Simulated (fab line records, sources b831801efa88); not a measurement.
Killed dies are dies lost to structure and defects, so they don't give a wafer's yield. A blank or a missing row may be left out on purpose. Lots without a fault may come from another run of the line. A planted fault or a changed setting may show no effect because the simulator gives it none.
Which tool did it? | flow gf180mcu | 6 lots, 18 wafers sampled, at 3 steps of a route of 602

WHAT THE GAUGES READ, wafer by wafer
GF_HV_LDD_TW_MEAS_11.
lot  | measured     | on            | HV_LDD_TW
L984 | day 10 21:37 | film_metro-03 | 2406 2422 2402
L988 | day 12 03:01 | film_metro-01 | 2417 2425 2447
L990 | day 12 12:19 | film_metro-03 | 2396 2382 2401
L992 | day 13 04:44 | film_metro-01 | 2418 2431 2418
L100 | day 15 14:37 | film_metro-01 | 2403 2414 2422
L104 | day 16 20:22 | film_metro-03 | 2382 2361 2384

WHICH TOOL RAN EACH LOT (tool, then ch and the chambers of the sampled wafers, then the start)
lot  | GF_MVPSD_EXPOSE_04                  | GF_VT_IMPLANT_STRIP_42
L984 | iline_stepper-02 ch 0, day 5 08:01  | plasma_asher-01 ch 0,1, day 8 04:58
L988 | iline_stepper-02 ch 0, day 6 07:46  | plasma_asher-01 ch 0,1, day 9 07:37
L990 | iline_stepper-02 ch 0, day 6 17:40  | plasma_asher-03 ch 0,1, day 9 21:28
L992 | iline_stepper-02 ch 0, day 7 06:02  | plasma_asher-03 ch 0,1, day 10 10:47
L100 | iline_stepper-01 ch 0, day 9 04:13  | plasma_asher-04 ch 0,1, day 12 15:19
L104 | iline_stepper-02 ch 0, day 10 04:26 | plasma_asher-03 ch 0,1, day 13 18:29
- GF_MVPSD_EXPOSE_04: exposes mask MVPSD, target cd 1000 nm.
- GF_VT_IMPLANT_STRIP_42: strips in O2/N2.

THE ANSWER, worked out from the rows above alone
Rule: what is usual is taken from the lots themselves. Put in order of their means at a reading, lots are off if they are a third of the lots or fewer, leave a main group of 4 or more, and stand apart from it by a gap of 3 or more times the standard deviation of the main group's means; of several such gaps the widest counts. A main group whose means are all the same, to the digits that the tables above print for the reading, isn't used. A lot without any number at a reading at which 4 lots or more have one is off too. The other lots that the step has rows for count as sound.
No lot is off at any reading shown: from this, nothing can be told.

WHAT THE SIMULATOR HAD PUT IN
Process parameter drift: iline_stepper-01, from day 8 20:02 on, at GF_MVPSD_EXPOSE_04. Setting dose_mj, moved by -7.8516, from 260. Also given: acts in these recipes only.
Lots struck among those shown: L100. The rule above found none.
